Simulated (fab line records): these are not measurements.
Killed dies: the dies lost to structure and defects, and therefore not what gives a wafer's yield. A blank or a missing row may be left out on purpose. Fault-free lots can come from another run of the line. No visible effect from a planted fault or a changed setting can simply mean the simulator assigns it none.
Which tool was responsible? | flow gf180mcu | 11 lots, 33 wafers sampled, at 4 steps of a route of 602

## WHAT EACH GAUGE READ, for each wafer
GF_V1_CD_MEAS_14: the cd target is 260 nm.
lot  | measured     | on        | cd nm (nm)
L313 | day 18 00:27 | cd sem-02 | 261.3 260.9 260.1
L314 | day 18 13:59 | cd sem-01 | 258.8 260.0 259.0
L315 | day 18 14:50 | cd sem-02 | 260.8 262.4 259.8
L320 | day 20 22:09 | cd sem-01 | 253.0 252.4 253.4
L321 | day 21 04:52 | cd sem-02 | 260.9 259.8 259.1
L322 | day 21 17:12 | cd sem-01 | 259.6 260.5 260.6
L325 | day 22 18:55 | cd sem-01 | 257.0 255.0 257.3
L326 | day 22 21:57 | cd sem-01 | 260.1 259.6 260.4
L330 | day 24 11:45 | cd sem-01 | 258.8 258.5 257.8
L331 | day 24 15:38 | cd sem-01 | 260.5 260.3 260.6
L332 | day 25 04:58 | cd sem-02 | 260.0 260.1 259.8

## WHAT TOOL EACH LOT RAN ON (gives the tool, then ch and the chambers of the sampled wafers, and finally the start)
lot  | GF_CONTACT_SPUTTER_23        | GF_M1_STRIP_17                       | GF_V1_EXPOSE_11
L313 | pvd sputter-01, day 16 01:24 | plasma asher-02 ch 0,1, day 17 00:26 | krf scanner-02 ch 0, day 17 13:09
L314 | pvd sputter-01, day 16 13:14 | plasma asher-02 ch 0,1, day 17 13:13 | krf scanner-02 ch 0, day 18 01:50
L315 | pvd sputter-02, day 16 13:36 | plasma asher-01 ch 0,1, day 17 13:32 | krf scanner-01 ch 0, day 18 02:40
L320 | pvd sputter-02, day 18 19:03 | plasma asher-04 ch 0,1, day 19 20:31 | krf scanner-01 ch 0, day 20 10:32
L321 | pvd sputter-02, day 19 01:39 | plasma asher-01 ch 0,1, day 20 03:26 | krf scanner-02 ch 0, day 20 17:11
L322 | pvd sputter-02, day 19 14:12 | plasma asher-02 ch 0,1, day 20 15:58 | krf scanner-02 ch 0, day 21 05:09
L325 | pvd sputter-02, day 20 17:35 | plasma asher-04 ch 0,1, day 21 18:28 | krf scanner-01 ch 0, day 22 07:23
L326 | pvd sputter-01, day 20 20:58 | plasma asher-01 ch 0,1, day 21 21:13 | krf scanner-02 ch 0, day 22 10:40
L330 | pvd sputter-02, day 22 12:31 | plasma asher-04 ch 0,1, day 23 11:59 | krf scanner-02 ch 0, day 24 00:38
L331 | pvd sputter-02, day 22 16:33 | plasma asher-02 ch 0,1, day 23 16:04 | krf scanner-02 ch 0, day 24 04:40
L332 | pvd sputter-01, day 23 05:53 | plasma asher-01 ch 0,1, day 24 05:29 | krf scanner-02 ch 0, day 24 17:54
- GF_CONTACT_SPUTTER_23: material TiN, target thk 10 nm, time 40 s.
- GF_M1_STRIP_17: strips in O2/N2.
- GF_V1_EXPOSE_11: exposes mask Via1, target cd 260 nm.

## THE ANSWER, worked out from the rows above alone
Rule: what is usual is taken from the lots themselves. Put in order of their means at a reading, lots are off if they are a third of the lots or fewer, leave a main group of 4 or more, and stand apart from it by a gap of 3 or more times the standard deviation of the main group's means; of several such gaps the widest counts. The tables above print the reading to a certain number of digits; a main group whose means all agree to those digits is not used. A lot without any number at a reading at which 4 lots or more have one is off too. The other lots that the step has rows for count as sound.
Across all readings shown, no lot is off: no conclusion can be drawn from this.

## WHAT THE SIMULATOR HAD INSERTED
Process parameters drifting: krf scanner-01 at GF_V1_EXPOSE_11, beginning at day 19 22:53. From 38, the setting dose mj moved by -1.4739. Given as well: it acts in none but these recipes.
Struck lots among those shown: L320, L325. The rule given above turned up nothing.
